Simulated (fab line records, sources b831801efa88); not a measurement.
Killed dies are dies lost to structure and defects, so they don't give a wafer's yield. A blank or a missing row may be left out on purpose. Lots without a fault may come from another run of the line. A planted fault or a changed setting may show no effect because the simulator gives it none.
fab line records | flow sky130
record lots=13 wafers=38 last_day=50
route steps=708 shown VT_ADJUST_HVTR@139 VT_ADJUST_PCH@152 RES_PROTECT@209 POLY_GATE@231 PAD_OPEN@708
lots that met no fault: from a run of the same line without faults
start_h: hours from the record's first day to the start of the lot's first wafer shown | wait_h: hours since the lot's step before | " the same as in the row above | L1.1+2: a row that stands for several wafers | - no value, or no start given | * or withheld: withheld | < > ~ a bound
route shown NAME@n: a module of which the file shows steps, and the number in the route of the first | usual: mean/standard deviation of fault-free wafers | same: alike in all rows | chamber/n: place in a boat | sites: the reading at each site | _std_site: their standard deviation | _edge_site: outer sites' mean less inner sites' | radius_mm: how far each site lies from the wafer's centre | mask NAME#n: copy n | behind: the tool/chamber that last shaped the wafer | hold: why the lot was held/for how many hours/how that ended | device: the transistor (n, p or np) that didn't switch | end of line: the same wafers' tests at the end of the route | a step without rows: its recipe alone | killed: dies lost to structure and defects at the first sort, not the wafer's yield | map: a wafer's dies, x killed, . not, _ none there
set.NAME: the setting as run; set.NAME@STEP: as run at that earlier step | model.NAME: the simulator's own value behind a step, which no gauge read
steps of the route over a sample of lots; a table a step, a row a wafer
services: from which hour (start_h, from the record's first day; less than 0 if before it) a tool's chamber was out of use, for how many hours, and why
## steps
# step SKY_VT_ADJUST_HVTR_OVL_MEAS_08
# usual VT_ADJUST_HVTR_OVL=-0.1/1.4
# columns lot.wafer tool chamber start_h wait_h VT_ADJUST_HVTR_OVL[nm]
L713.1 overlay-02 - 219.64 0.1 0.0
L713.3 " - " " 2.5
L713.5 " - " " 1.1
L714.3 overlay-02 - 230.61 0.1 0.9
L714.4 " - " " 1.4
L714.6 " - " " -1.4
L716.1 overlay-01 - 242.10 0.1 -1.8
L716.5 " - " " -1.7
L716.6 " - " " -0.4
L718.2 overlay-01 - 257.09 0.1 -0.1
L718.3 " - " " 0.6
L725.1 overlay-01 - 306.53 0.1 -0.7
L725.3 " - " " -1.2
L725.5 " - " " -0.9
L726.1 overlay-01 - 314.79 0.1 0.9
L726.2 " - " " -1.2
L726.4 " - " " 1.5
L727.1 overlay-01 - 328.33 0.1 -0.7
L727.3 " - " " -1.8
L727.4 " - " " 0.1
L728.1 overlay-02 - 335.84 0.1 1.6
L728.2 " - " " 1.1
L728.3 " - " " 1.8
L729.2 overlay-02 - 344.89 0.1 0.0
L729.3 " - " " 0.5
L729.4 " - " " 2.6
L730.1 overlay-02 - 345.89 0.1 -2.0
L730.2 " - " " 0.1
L730.5 " - " " -1.5
L732.3 overlay-01 - 365.84 0.1 -1.5
L732.4 " - " " 0.8
L732.6 " - " " 0.4
L733.2 overlay-02 - 368.99 0.1 1.3
L733.3 " - " " 1.3
L733.5 " - " " 1.8
L734.4 overlay-01 - 375.95 0.1 -1.3
L734.5 " - " " 0.3
L734.6 " - " " 0.0
# step SKY_VT_ADJUST_PCH_STRIP_09
# recipe chemistry=O2/N2 power_w=1400 pressure_mtorr=1500 platen_temp_c=withheld o2_flow_sccm=3000 n2_flow_sccm=300 overash_fraction=0.5
# usual drypump_motor_current_A=5.6/0.32 oes_product_au=0.722/0.0044 strip_time_to_endpoint_s=36.95/0.1
# columns lot.wafer tool chamber start_h wait_h drypump_motor_current_A oes_product_au rf_hours_counter_h strip_time_to_endpoint_s
L713.1 plasma_asher-01 1 243.25 0.1 5.8 0.716 58 36.83
L713.3 " 1 " " 5.8 0.717 - 36.77
L713.5 " 0 " " 5.4 0.724 - 36.71
L714.3 plasma_asher-01 0 254.89 0.1 5.5 0.724 - 36.99
L714.4 " 1 " " 5.9 0.719 - 36.94
L714.6 " 1 " " 5.9 0.722 - 36.98
L716.1 plasma_asher-04 0 266.62 0.1 6.0 0.718 54 36.95
L716.5 " 1 " " 5.5 0.730 - 37.04
L716.6 " 0 " " 6.0 0.730 - 36.99
L718.2 plasma_asher-01 1 281.81 0.1 5.8 0.721 62 36.78
L718.3 " 0 " " 5.5 0.720 - 36.84
L725.1 plasma_asher-04 0 333.67 0.1 6.0 0.725 60 36.83
L725.3 " 1 " " 5.5 0.718 - 36.85
L725.5 " 0 " " 6.0 0.724 - 36.96
L726.1 plasma_asher-04 1 341.85 0.1 5.5 0.720 61 36.94
L726.2 " 0 " " 6.0 0.714 61 36.91
L726.4 " 1 " " 5.5 0.725 - 36.89
L727.1 plasma_asher-01 0 355.87 0.1 5.5 0.722 68 37.00
L727.3 " 1 " " 5.8 0.723 - 37.04
L727.4 " 0 " " 5.5 0.716 - 36.95
L728.1 plasma_asher-03 1 363.25 0.1 5.1 0.728 53 36.80
L728.2 " 0 " " 5.0 0.719 53 36.85
L728.3 " 1 " " 5.1 0.732 - 36.91
L729.2 plasma_asher-03 1 373.90 0.1 5.1 0.721 54 36.73
L729.3 " 0 " " 5.0 0.726 - 36.79
L729.4 " 1 " " 5.0 0.727 - 36.87
L730.1 plasma_asher-03 1 374.92 0.1 5.1 0.716 54 36.89
L730.2 " 0 " " 5.0 0.726 54 36.94
L730.5 " 1 " " 5.1 0.725 - 36.91
L732.3 plasma_asher-01 1 394.99 0.1 5.8 0.719 - 36.87
L732.4 " 0 " " 5.5 0.722 - 36.86
L732.6 " 0 " " 5.4 0.724 - 36.87
L733.2 plasma_asher-03 0 397.75 0.1 5.1 0.724 56 36.96
L733.3 " 0 " " 5.0 0.726 - 37.02
L733.5 " 1 " " 5.0 0.722 - 37.13
L734.4 plasma_asher-01 0 405.68 0.1 5.5 0.728 - 36.99
L734.5 " 0 " " 5.4 0.726 - 37.03
L734.6 " 1 " " 5.8 0.723 - 37.03
# step SKY_RES_PROTECT_SOFTBAKE_03
# recipe temp_c=90 time_s=60 resist=NOVOLAK
# usual exhaust_pa=45.0/0.83 heater_power_total_W=56.60/0.046 run_length_s=89.28/0.14
# columns lot.wafer tool chamber start_h wait_h exhaust_pa heater_power_total_W run_length_s
L713.1 litho_track-04 0 341.97 0.1 46.3 56.70 89.18
L713.3 " 0 " " 43.7 56.61 89.19
L713.5 " 0 " " 44.0 56.52 89.17
L714.3 litho_track-04 0 359.72 0.1 44.6 56.58 89.43
L714.4 " 0 " " 44.1 56.59 89.28
L714.6 " 0 " " 45.4 56.65 89.24
L716.1 litho_track-04 0 369.47 0.1 45.6 56.66 89.29
L716.5 " 0 " " 44.5 57.24 87.13
L716.6 " 0 " " 45.2 56.59 89.13
L718.2 litho_track-04 0 385.04 0.1 44.9 56.69 89.20
L718.3 " 0 " " 43.6 57.29 87.04
L725.1 litho_track-02 0 446.83 0.1 45.4 56.57 89.17
L725.3 " 0 " " 44.9 56.62 89.26
L725.5 " 0 " " 44.7 56.60 89.05
L726.1 litho_track-04 0 461.82 0.1 45.7 56.49 89.46
L726.2 " 0 " " 45.0 56.66 89.08
L726.4 " 0 " " 45.6 56.57 89.20
L727.1 litho_track-02 0 471.23 0.1 44.8 56.53 89.26
L727.3 " 0 " " 45.4 56.60 89.24
L727.4 " 0 " " 44.3 56.48 89.09
L728.1 litho_track-02 0 478.23 0.1 44.3 56.59 89.29
L728.2 " 0 " " 43.7 56.59 89.37
L728.3 " 0 " " 45.4 56.67 89.00
L729.2 litho_track-03 0 492.59 0.1 45.8 56.57 89.31
L729.3 " 0 " " 45.6 56.65 89.28
L729.4 " 0 " " 45.5 56.55 89.33
L730.1 litho_track-03 0 493.81 0.1 44.1 56.65 89.31
L730.2 " 0 " " 44.4 56.55 89.37
L730.5 " 0 " " 44.0 56.67 89.29
L732.3 litho_track-03 0 509.61 0.1 45.4 56.58 89.29
L732.4 " 0 " " 45.8 56.63 89.43
L732.6 " 0 " " 45.0 56.59 89.49
L733.2 litho_track-03 0 515.69 0.1 45.9 56.57 89.26
L733.3 " 0 " " 45.4 56.63 89.26
L733.5 " 0 " " 46.4 56.59 89.36
L734.4 litho_track-04 0 523.04 0.1 45.7 56.55 89.23
L734.5 " 0 " " 44.5 56.61 89.15
L734.6 " 0 " " 46.8 56.59 89.12
# step SKY_POLY_GATE_ETCH_17
# recipe target_depth_nm=180 stop_on=SiO2 over_etch_frac=0.56667 chemistry=HBr/Cl2 target=poly-Si icp_w=400 bias_w=100 pressure_mtorr=10 HBr_flow_sccm=150 Cl2_flow_sccm=50 time_s=70.5
# usual drypump_motor_current_A=5.7/0.57 oes_product_au=0.984/0.0083 throttle_valve_pct=33.685/0.0096
# columns lot.wafer tool chamber start_h wait_h drypump_motor_current_A oes_product_au rf_hours_counter_h throttle_valve_pct
L713.1 rie_si-02 0 385.71 0.0 6.5 0.987 47 33.676
L713.3 " 2 " " 5.1 0.999 2 33.691
L713.5 " 0 " " 6.5 0.988 - 33.663
L714.3 rie_si-01 2 407.60 0.0 5.4 0.986 1 33.692
L714.4 " 3 " " 5.1 0.988 2 33.673
L714.6 " 0 " " 5.4 0.979 - 33.681
L716.1 rie_si-01 3 415.07 0.0 5.1 0.977 2 33.659
L716.5 " 0 " " 5.5 0.971 - 33.697
L716.6 " 3 " " 5.1 0.980 - 33.704
L718.2 rie_si-01 0 433.06 0.0 5.5 0.985 5 33.671
L718.3 " 1 " " 5.7 0.983 1 33.669
L725.1 rie_si-01 1 495.92 0.0 5.7 0.975 2 33.689
L725.3 " 0 " " 5.5 0.976 5 33.690
L725.5 " 3 " " 5.1 0.990 - 33.678
L726.1 rie_si-02 3 509.81 0.0 6.4 0.987 6 33.685
L726.2 " 1 " " 6.4 0.984 20 33.698
L726.4 " 2 " " 5.0 0.998 3 33.683
L727.1 rie_si-01 3 519.40 0.0 5.1 0.989 3 33.687
L727.3 " 1 " " 5.7 0.970 2 33.680
L727.4 " 2 " " 5.4 0.979 2 33.692
L728.1 rie_si-02 3 526.75 0.0 6.4 0.988 6 33.703
L728.2 " 1 " " 6.4 0.985 20 33.678
L728.3 " 2 " " 5.0 0.977 3 33.691
L729.2 rie_si-01 0 539.27 0.0 5.5 0.972 5 33.686
L729.3 " 3 " " 5.1 0.976 3 33.680
L729.4 " 2 " " 5.4 0.983 2 33.682
L730.1 rie_si-02 3 541.96 0.0 6.4 0.985 6 33.678
L730.2 " 2 " " 5.0 0.983 3 33.693
L730.5 " 2 " " 5.1 0.984 - 33.686
L732.3 rie_si-02 3 557.55 0.0 6.4 0.992 6 33.684
L732.4 " 1 " " 6.4 0.993 20 33.693
L732.6 " 0 " " 6.5 1.007 - 33.676
L733.2 rie_si-01 2 562.86 0.0 5.4 0.988 2 33.684
L733.3 " 0 " " 5.5 0.967 5 33.685
L733.5 " 1 " " 5.7 0.985 - 33.681
L734.4 rie_si-02 2 569.46 0.0 5.0 0.989 3 33.681
L734.5 " 2 " " 5.0 0.997 - 33.685
L734.6 " 3 " " 6.4 1.000 - 33.672
# step SKY_PAD_OPEN_PROBE_99
# usual killed_at_M0_to_M3=44/7.5 killed_at_M4_up=3.2/1.9 killed_at_contacts=23/4.7 killed_at_front_end=15/4.7 killed_at_other=0.4/0.66 killed_dies=87/9.3 killed_open=47/7.2 killed_short=39/6.5
# same gross_dies=492 killed_at_back_side=0
# columns lot.wafer tool chamber start_h wait_h killed_at_M0_to_M3 killed_at_M4_up killed_at_contacts killed_at_front_end killed_at_other killed_dies killed_open killed_short
L718.2 prober-01 - 1115.94 0.1 46 3 25 21 0 95 43 52
L718.3 prober-01 - 1115.99 0.2 48 2 23 19 0 92 46 46
L726.1 prober-01 - 1163.98 0.1 46 2 28 13 0 89 49 39
L726.2 prober-01 - 1164.03 0.1 50 5 26 12 0 93 41 52
L726.4 prober-01 - 1164.13 0.2 48 3 24 13 0 88 49 39
L728.1 prober-02 - 1173.48 0.1 41 4 33 19 1 98 53 45
L728.2 prober-02 - 1173.53 0.1 34 3 17 18 3 75 38 34
L728.3 prober-02 - 1173.58 0.2 47 4 27 27 1 106 68 36
L729.2 prober-02 - 1180.65 0.1 44 5 20 12 0 81 49 32
L729.3 prober-02 - 1180.70 0.2 53 1 30 26 0 110 59 51
L729.4 prober-02 - 1180.75 0.2 46 4 23 26 1 100 52 48
# killed by level:class
L718.2 LOCAL_INTERCONNECT:geometric_particle:short=8 VIA1:geometric_particle:open=7 METAL2:geometric_particle:open=6 METAL1:geometric_particle:short=6 VIA1:geometric_particle:short=6 METAL2:geometric_particle:short=6 VIA2:geometric_particle:open=6 POLY_GATE:geometric_particle:open=5
L718.3 METAL2:geometric_particle:short=8 METAL1:geometric_particle:short=7 LI_CONTACT:geometric_particle:open=7 CONTACT:geometric_particle:open=7 VIA1:geometric_particle:open=7 FIELD_ISO:geometric_particle:open=5 METAL3:geometric_particle:short=5 VIA2:geometric_particle:short=4
L726.1 VIA1:geometric_particle:open=15 METAL2:geometric_particle:short=9 LI_CONTACT:geometric_particle:open=7 CONTACT:geometric_particle:short=7 CONTACT:geometric_particle:open=6 VIA1:geometric_particle:short=6 FIELD_ISO:geometric_particle:open=5 VIA2:geometric_particle:open=5
L726.2 VIA1:geometric_particle:open=13 CONTACT:geometric_particle:open=8 VIA2:geometric_particle:open=7 LI_CONTACT:geometric_particle:short=6 VIA3:geometric_particle:short=6 METAL4:geometric_particle:short=5 LOCAL_INTERCONNECT:geometric_particle:short=5 METAL2:geometric_particle:short=5
L726.4 VIA1:geometric_particle:open=11 VIA3:geometric_particle:open=8 CONTACT:geometric_particle:open=7 LOCAL_INTERCONNECT:geometric_particle:short=6 VIA2:geometric_particle:open=6 VIA3:geometric_particle:short=5 FIELD_ISO:geometric_particle:short=4 LI_CONTACT:geometric_particle:open=4
L728.1 CONTACT:geometric_particle:open=10 LI_CONTACT:geometric_particle:open=9 VIA3:geometric_particle:open=9 LI_CONTACT:geometric_particle:short=6 CONTACT:geometric_particle:short=6 METAL2:geometric_particle:short=6 VIA2:geometric_particle:open=6 POLY_GATE:geometric_particle:open=5
L728.2 FIELD_ISO:geometric_particle:short=7 FIELD_ISO:geometric_particle:open=7 LI_CONTACT:geometric_particle:open=6 VIA2:geometric_particle:open=6 CONTACT:geometric_particle:open=5 METAL2:geometric_particle:short=5 METAL1:geometric_particle:short=4 VIA3:geometric_particle:short=4
L728.3 VIA3:geometric_particle:open=11 CONTACT:geometric_particle:open=10 LI_CONTACT:geometric_particle:open=9 VIA2:geometric_particle:open=9 METAL1:geometric_particle:short=8 FIELD_ISO:geometric_particle:open=7 VIA1:geometric_particle:open=7 POLY_GATE:geometric_particle:open=5
L729.2 VIA1:geometric_particle:open=11 VIA2:geometric_particle:open=9 METAL3:geometric_particle:short=8 CONTACT:geometric_particle:open=7 VIA3:geometric_particle:open=6 LI_CONTACT:geometric_particle:open=5 POLY_GATE:geometric_particle:open=4 POLY_GATE:geometric_particle:short=3
L729.3 VIA1:geometric_particle:open=15 FIELD_ISO:geometric_particle:short=11 VIA3:geometric_particle:open=11 LI_CONTACT:geometric_particle:open=10 LOCAL_INTERCONNECT:geometric_particle:short=7 POLY_GATE:geometric_particle:short=6 CONTACT:geometric_particle:open=5 VIA1:geometric_particle:short=5
L729.4 VIA3:geometric_particle:open=11 CONTACT:geometric_particle:open=8 POLY_GATE:geometric_particle:open=6 LI_CONTACT:geometric_particle:open=6 METAL1:geometric_particle:short=6 VIA1:geometric_particle:open=6 POLY_GATE:geometric_particle:short=5 LOCAL_INTERCONNECT:geometric_particle:short=5
## services
# columns tool chamber start_h hours kind
rie_si-01 1 219.37 1.0 repair
plasma_asher-01 - 229.29 2.8 pm
plasma_asher-04 - 232.29 2.2 repair
plasma_asher-04 - 240.67 14.6 pm
rie_si-01 1 249.55 22.2 repair
plasma_asher-01 - 261.39 3.1 repair
rie_si-01 - 268.69 2.8 pm
rie_si-02 - 279.69 0.3 repair
rie_si-01 - 292.79 0.9 repair
rie_si-02 1 294.10 4.4 repair
rie_si-01 1 304.67 7.6 repair
rie_si-02 3 311.70 9.8 repair
plasma_asher-01 - 337.55 14.6 pm
plasma_asher-03 - 378.58 1.8 repair
rie_si-02 - 388.41 1.7 repair
plasma_asher-04 - 389.09 1.9 repair
plasma_asher-04 - 402.08 1.4 repair
rie_si-02 3 407.03 3.7 repair
plasma_asher-04 - 410.55 0.3 repair
plasma_asher-01 - 421.25 9.0 pm
rie_si-02 - 422.46 2.8 pm
plasma_asher-04 - 424.81 11.2 repair
plasma_asher-03 - 438.54 3.6 repair
rie_si-01 0 479.89 3.3 repair
## key
first_sign step=SKY_RES_PROTECT_SOFTBAKE_03 reading=run_length_s direction=down sigmas=15 usual=* struck=*
effect step=SKY_RES_PROTECT_SOFTBAKE_03 reading=heater_power_total_W direction=up sigmas=15 usual=* struck=*
met_at SKY_RES_PROTECT_SOFTBAKE_03
struck_lots L716,L718
struck_wafers L716.5,L718.3
tester_left_out L716,L718
not_acting_at SKY_VT_ADJUST_HVTR_OVL_MEAS_08,SKY_VT_ADJUST_PCH_STRIP_09,SKY_POLY_GATE_ETCH_17
onset_between 359.72 369.47
fault kind=process_parameter_drift tool=litho_track-04 chamber=- onset_h=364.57 steps=SKY_RES_PROTECT_SOFTBAKE_03 channel=time_s offset=* shape=step end_h=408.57 scope=struck_wafers_only acts_in=* stated=*
# tester_left_out: of these lots the tester's yield and bins aren't shown, on N5 and GAA mostly nor the transistor test; their killed dies are dies lost to structure and defects alone, not to doping, threshold or leakage, so they don't give the yield
